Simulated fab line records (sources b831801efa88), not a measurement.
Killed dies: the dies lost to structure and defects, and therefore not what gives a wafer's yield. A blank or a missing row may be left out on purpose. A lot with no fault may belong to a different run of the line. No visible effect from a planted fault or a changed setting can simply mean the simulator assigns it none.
A struck lot beside a sound one    flow sky130    33 steps out of a route of 708
Sound: wafers L549.1, L549.2, L549.6. Struck: wafer L551.5 (L551.1, L551.2, from the same lot, were not struck and are left out); the cause is given at the end.
Per side, at each step with rows, come the tool, then ch with its chambers, and then its first start. Under that, the readings that differ: sound wafers    struck wafers    difference of the means    sigmas: that difference in standard deviations of wafers without a fault.
alike: readings with means less than 2 such deviations apart, plus words and numbers identical on both sides. not compared: withheld readings, readings lacking a value on some wafer, bounds such as >300 that could conceal the same value, and numbers that have no deviation in the record and whose values overlap.
A row with sigmas, a row that says differs or no value, or rows on one side alone: a step with any of these is where the two part. Numbers that have no deviation but don't overlap get no sigmas and don't part them. Lack of a reading on every wafer of one side parts them only where that side has two or more wafers.

first, 4 steps without rows for these wafers: SKY_LOCAL_INTERCONNECT_SOFTBAKE_07 (time 90 s); SKY_LOCAL_INTERCONNECT_EXPOSE_08 (exposes mask LI1M, target cd 170 nm); SKY_LOCAL_INTERCONNECT_PEB_09; SKY_LOCAL_INTERCONNECT_DEVELOP_10 (develop time 60 s).
SKY_LOCAL_INTERCONNECT_CD_MEAS_11 targets a cd of 170 nm.
  struck on cd sem-01, day 32 23:04; sound on cd sem-01, day 32 14:02
  alike: cd nm
SKY_LOCAL_INTERCONNECT_OVL_MEAS_12:
  struck on overlay-02, day 32 23:11; sound on overlay-02, day 32 14:09
  alike: LOCAL_INTERCONNECT_OVL
then, 1 step without rows for these wafers: SKY_LOCAL_INTERCONNECT_ETCH_13 (etches BARC in N2/H2, stops on SiO2, time 45.9 s, target depth 60 nm).
SKY_LOCAL_INTERCONNECT_METAL_ETCH_14: etches TiN in Cl2/BCl3, stops on PSG, target depth 110 nm, time 31.4 s.
  sound on rie metal-02 ch 0,1, day 32 14:15; struck on rie metal-01 ch 1, day 32 23:17
  alike: drypump motor current A, oes product au, rf fwd power W, throttle valve pct
  not compared: rf hours counter h
SKY_LOCAL_INTERCONNECT_STRIP_15: strips in O2/N2.
  sound on plasma asher-03 ch 0,1, day 32 14:18; struck on plasma asher-01 ch 0, day 32 23:20
  alike: drypump motor current A, oes product au, strip time to endpoint s
  not compared: rf hours counter h
then, 3 steps without rows for these wafers: SKY_LOCAL_INTERCONNECT_STRIP_16 (strips in post etch residue remover, time 1200 s); SKY_LOCAL_INTERCONNECT_CLEAN_17 (cleans in IPA, time 180 s); SKY_LOCAL_INTERCONNECT_CLEAN_18 (cleans in O3/DIW).
SKY_CONTACT_CVD_00: deposits Si3N4, target thk 75 nm.
  sound on pecvd-01 ch 0,1,2, day 32 15:20; struck on pecvd-02 ch 2, day 32 23:56
reading                                    sound              struck  difference  sigmas
rf fwd power W (W)                         444.0 445.7 446.5  371.4   -74.0       -44
model.Si3N4_of_CONTACT_CVD_00.thk nm (nm)  75.53 74.99 76.61  71.3    -4.4        
  alike: heater power outer w, heater power w
SKY_CONTACT_THK_MEAS_01:
  struck on film metro-04, day 32 23:58; sound on film metro-01, day 32 15:22
reading                  sound           struck  difference  sigmas
CONTACT_CVD_00_THK (nm)  75.6 75.0 76.6  71.3    -4.4        -5
then, 1 step without rows for these wafers: SKY_CONTACT_HDPCVD_02 (deposits SiO2, target thk 565 nm, time 94.2 s).
SKY_CONTACT_THK_MEAS_03:
  struck on film metro-03, day 33 00:06; sound on film metro-03, day 32 15:29
  alike: CONTACT_HDPCVD_THK
SKY_CONTACT_CMP_04: polishes SiO2.
  sound on cmp-01 ch 0,1,3, day 32 15:36; struck on cmp-02 ch 2, day 33 00:10
  alike: motor current A
SKY_CONTACT_BOW_MEAS_05:
  struck on film metro-04, day 33 00:28; sound on film metro-04, day 32 15:51
  alike: CONTACT_BOW
then, 8 steps without rows for these wafers: SKY_CONTACT_DEHYDRATE_06 (time 60 s); SKY_CONTACT_HMDS_07 (prime time 60 s); SKY_CONTACT_COAT_08 (resist thk 60 nm); SKY_CONTACT_COAT_09 (resist thk 450 nm); SKY_CONTACT_SOFTBAKE_10 (time 90 s); SKY_CONTACT_EXPOSE_11 (exposes mask CTM1, target cd 170 nm); SKY_CONTACT_PEB_12; SKY_CONTACT_DEVELOP_13 (develop time 60 s).
SKY_CONTACT_CD_MEAS_14 targets a cd of 170 nm.
  struck on cd sem-01, day 34 03:14; sound on cd sem-01, day 33 18:29
reading     sound              struck  difference  sigmas
cd nm (nm)  174.7 173.7 171.8  169.6   -3.8        -2
SKY_CONTACT_OVL_MEAS_15:
  struck on overlay-01, day 34 03:21; sound on overlay-02, day 33 18:36
reading           sound  struck  difference  sigmas
CONTACT_OVL (nm)  5 3 8  -7      -12         -2
then, 1 step without rows for these wafers: SKY_CONTACT_ETCH_16 (etches BARC in N2/H2, stops on SiO2, time 45.9 s, target depth 60 nm).
SKY_CONTACT_ETCH_17: etches SiO2 in C4F8/O2/Ar, stops on Si3N4, target depth 340 nm.
  sound on rie diel-01 ch 1,2, day 33 18:41; struck on rie diel-03 ch 1, day 34 03:26
reading                sound              struck  difference  sigmas
oes product au (a.u.)  0.906 0.887 0.898  0.887   -0.010      -2
  alike: rf fwd power W
SKY_CONTACT_ETCH_18: etches Si3N4 in CHF3/O2, stops on TiN, time 39 s, target depth 75 nm.
  sound on rie diel-01 ch 1,2; struck on rie diel-03 ch 1
reading                   sound              struck  difference  sigmas
oes product au (a.u.)     0.856 0.853 0.870  0.822   -0.038      -5
model.etch.depth nm (nm)  75.53 74.99 76.61  71.3    -4.4        
  alike: drypump motor current A, rf fwd power W, throttle valve pct
  not compared: rf hours counter h
SKY_CONTACT_STRIP_19: strips in O2/N2.
  sound on plasma asher-03 ch 0,1, day 33 18:46; struck on plasma asher-03 ch 0, day 34 03:31
  alike: drypump motor current A, oes product au, strip time to endpoint s
  not compared: rf hours counter h
-- the record jumps here: 13 days lie between the struck wafers' starts before and after (it left off in module CONTACT and takes up again in module PAD_OPEN, whose first step shown is number 708 of the route) --
SKY_PAD_OPEN_PROBE_99:
  record: rows for the struck wafers here (prober-01, day 47 13:50), none for the sound ones

== WHERE THEY PART ==
Last at SKY_PAD_OPEN_PROBE_99 as far as this record goes, first at SKY_CONTACT_CVD_00.

WHY: the cause the simulator had injected
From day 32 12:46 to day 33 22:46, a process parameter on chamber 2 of pecvd-02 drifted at SKY_CONTACT_CVD_00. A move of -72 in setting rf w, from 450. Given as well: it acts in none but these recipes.
